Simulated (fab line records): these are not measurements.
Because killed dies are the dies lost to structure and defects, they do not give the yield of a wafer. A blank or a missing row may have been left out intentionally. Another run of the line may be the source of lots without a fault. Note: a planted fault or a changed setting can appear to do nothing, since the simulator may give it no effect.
Comparing a struck lot with a sound one | flow sfq_line | 42 steps out of a route of 325
Sound: wafers L520.3, L520.4, L520.5. Wafers L528.2, L528.4, L528.5 were the ones struck. The cause comes at the end.
For every step that has rows: the tool of each side, followed by ch and its chambers, followed by its first start. Under that, the readings that differ: sound wafers | struck wafers | difference of the means | sigmas: that difference in standard deviations of wafers without a fault.
alike: readings whose means differ by less than 2 such deviations, and words and numbers that are the same on both sides. not compared: withheld readings, readings that some wafer has no value for, bounds like >300 that may hide the same value, and numbers for which the record gives no deviation and whose values overlap.
The two part at a step that has a row with sigmas, a row that says differs or no value, or rows on one side only. When numbers do not overlap yet have no deviation, they are printed without sigmas and do not part them. A reading that every wafer of one side lacks parts them only if that side has two wafers or more.

first, 6 steps without rows for these wafers: SFQ_TRILAYER_I0_VIA_LITHO_COAT_036 (resist thk 62 nm); SFQ_TRILAYER_I0_VIA_LITHO_COAT_031 (resist thk 650 nm); SFQ_TRILAYER_I0_VIA_LITHO_SOFTBAKE_035; SFQ_TRILAYER_I0_VIA_LITHO_EXPOSE_032 (exposes mask I0, target cd 500 nm); SFQ_TRILAYER_I0_VIA_LITHO_PEB_034 (peb time 60 s); SFQ_TRILAYER_I0_VIA_LITHO_DEVELOP_033 (time 60 s).
SFQ_I0_OVL_MEAS_908:
  sound on overlay-02 at day 12 14:20; struck on overlay-01 at day 15 14:37
  alike: I0_OVL
then, 1 step without rows for these wafers: SFQ_TRILAYER_I0_VIA_BARC_OPEN_VIA_ETCH_046 (etches BARC in O2, target depth 125 nm, time 41.7 s).
SFQ_TRILAYER_I0_VIA_ETCH_VIA_ETCH_034: etches SiO2 in CHF3, stops on Nb, target depth 260 nm.
  sound on rie_diel-03 ch 0,2, day 12 14:23; struck on rie_diel-03 ch 0,3, day 15 14:41
  alike: drypump_motor_current_A, oes_product_au
SFQ_TRILAYER_I0_VIA_STRIP_STRIP_035: strips in O2.
  sound on rie_metal-03 ch 0,1, day 12 14:43; struck on rie_metal-02 ch 0,1, day 15 14:48
  alike: drypump_motor_current_A, oes_product_au
  not compared: rf_hours_counter_h
then, 2 steps without rows for these wafers: SFQ_TRILAYER_I0_VIA_STRIP_SOLV_CLEAN_036 (cleans in NMP, time 600 s); SFQ_TRILAYER_M1_DEP_PRE_CLEAN_038 (time 22.5 s).
SFQ_TRILAYER_M1_DEP_SPUTTER_037: material Nb, target thk 200 nm, time 133.3 s.
  sound on pvd_sputter-06 at day 12 15:19; struck on pvd_sputter-03 at day 15 15:37
  reading                                             | sound                | struck               | difference | sigmas
  cathode_dc_power_W (W)                              | 1999.5 2000.1 1999.8 | 2230.6 2231.2 2230.1 | +230.8     | +99 or more
  model.Nb_of_TRILAYER_M1_DEP_SPUTTER_037.thk_nm (nm) | 196.8 199.7 197.7    | 222.1 223.2 221.4    | +24.2      |
  alike: throttle_valve_pct
SFQ_M1_RS_MEAS_909: a four-point-probe measurement.
  sound on film_metro-04 at day 12 15:27; struck on film_metro-02 at day 15 15:44
  reading           | sound             | struck            | difference | sigmas
  M1_NB_RS (ohm/sq) | 0.905 0.892 0.901 | 0.801 0.797 0.803 | -0.099     | -10
then, 6 steps without rows for these wafers: SFQ_TRILAYER_M1_LITHO_COAT_044 (resist thk 62 nm); SFQ_TRILAYER_M1_LITHO_COAT_039 (resist thk 600 nm); SFQ_TRILAYER_M1_LITHO_SOFTBAKE_043; SFQ_TRILAYER_M1_LITHO_EXPOSE_040 (exposes mask M1, target cd 500 nm); SFQ_TRILAYER_M1_LITHO_PEB_042 (peb time 60 s); SFQ_TRILAYER_M1_LITHO_DEVELOP_041 (time 60 s).
SFQ_M1_OVL_MEAS_911:
  sound on overlay-01 at day 13 15:31; struck on overlay-01 at day 16 08:49
  alike: M1_OVL
then, 1 step without rows for these wafers: SFQ_TRILAYER_M1_BARC_OPEN_METAL_ETCH_054 (etches BARC in O2, target depth 125 nm, time 41.7 s).
SFQ_TRILAYER_M1_ETCH_METAL_ETCH_042: etches Nb in Cl2/Ar, stops on SiO2, target depth 240 nm, time 120 s.
  sound on rie_metal-02 ch 0,1, day 13 15:38; struck on rie_metal-02 ch 1, day 16 08:54
  reading               | sound             | struck            | difference | sigmas
  oes_product_au (a.u.) | 0.881 0.895 0.893 | 0.946 0.953 0.950 | +0.060     | +9
  alike: drypump_motor_current_A
  not compared: rf_hours_counter_h
then, 2 steps without rows for these wafers: SFQ_TRILAYER_M1_STRIP_STRIP_043 (strips in O2); SFQ_TRILAYER_M1_STRIP_SOLV_CLEAN_044 (cleans in NMP, time 600 s).
SFQ_TRILAYER_I1_DEP_PECVD_045: deposits SiO2 from SiH4/N2O, time 111.11 s, target thk 500 nm.
  sound on pecvd-04 ch 1,2, day 13 16:29; struck on pecvd-01 ch 0,1, day 16 09:48
  reading                | sound          | struck         | difference | sigmas
  throttle_valve_pct (%) | 22.2 22.2 21.9 | 24.3 24.5 26.9 | +3.1       | +2
  alike: chamber_pressure_Torr, heater_power_w
SFQ_TRILAYER_I1_CMP_CMP_046: polishes SiO2.
  sound on cmp-01 ch 0,2, day 14 02:40; struck on cmp-01 ch 0,3, day 16 11:52
  alike: motor_current_A, time_to_endpoint_s
SFQ_I1_BOW_MEAS_912:
  sound on film_metro-03 at day 14 05:13; struck on film_metro-03 at day 16 14:23
  reading     | sound   | struck   | difference | sigmas
  I1_BOW (um) | 11 7 13 | -4 -3 -9 | -16        | -2
SFQ_TRILAYER_I1_METRO_MEASURE_047:
  sound on film_metro-03 at day 14 05:41; struck on film_metro-03 at day 16 14:41
  alike: thk_nm
then, 6 steps without rows for these wafers: SFQ_TRILAYER_I1_VIA_LITHO_COAT_054 (resist thk 62 nm); SFQ_TRILAYER_I1_VIA_LITHO_COAT_049 (resist thk 650 nm); SFQ_TRILAYER_I1_VIA_LITHO_SOFTBAKE_053; SFQ_TRILAYER_I1_VIA_LITHO_EXPOSE_050 (exposes mask I1, target cd 500 nm); SFQ_TRILAYER_I1_VIA_LITHO_PEB_052 (peb time 60 s); SFQ_TRILAYER_I1_VIA_LITHO_DEVELOP_051 (time 60 s).
-- the record jumps here: 6 days lie between the struck wafers' starts before and after --
SFQ_I1_OVL_MEAS_913:
  sound on overlay-01 at day 20 04:15; struck on overlay-02 at day 22 23:13
  alike: I1_OVL
then, 5 steps without rows for these wafers: SFQ_TRILAYER_I1_VIA_BARC_OPEN_VIA_ETCH_071 (etches BARC in O2, target depth 125 nm, time 41.7 s); SFQ_TRILAYER_I1_VIA_ETCH_VIA_ETCH_052 (etches SiO2 in CHF3, stops on Nb, target depth 260 nm); SFQ_TRILAYER_I1_VIA_STRIP_STRIP_053 (strips in O2); SFQ_TRILAYER_I1_VIA_STRIP_SOLV_CLEAN_054 (cleans in NMP, time 600 s); SFQ_TRILAYER_M2_DEP_PRE_CLEAN_056 (time 22.5 s).
-- the record jumps here: 69 days lie between the struck wafers' starts before and after --
SFQ_M8_BOW_MEAS_951:
  sound on film_metro-01 at day 85 14:34; struck on film_metro-03 at day 91 16:16
  reading                 | sound               | struck              | difference | sigmas
  model.etest.m1.ohm_um   | 1.799 1.779 1.784   | 1.603 1.601 1.613   | -0.182     |
  model.etest.i0.link_ohm | 1.989 1.983 1.997   | 1.861 1.861 1.859   | -0.129     |
  model.etest.m1.ohm_sq   | 0.904 0.8908 0.8998 | 0.801 0.7969 0.8033 | -0.098     |
  model.etest.i1.link_ohm | 1.981 1.96 1.978    | 1.871 1.868 1.892   | -0.096     |
  alike: M8_BOW

== WHERE THEY PART ==
Last at SFQ_I1_BOW_MEAS_912 as far as this record goes, first at SFQ_TRILAYER_M1_DEP_SPUTTER_037. Later steps at which nothing parts them and some readings are alike: SFQ_TRILAYER_I1_METRO_MEASURE_047, SFQ_I1_OVL_MEAS_913, SFQ_M8_BOW_MEAS_951.

WHY: what the simulator had put in
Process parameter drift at SFQ_TRILAYER_M1_DEP_SPUTTER_037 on pvd_sputter-03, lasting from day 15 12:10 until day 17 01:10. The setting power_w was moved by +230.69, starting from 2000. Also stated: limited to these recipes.
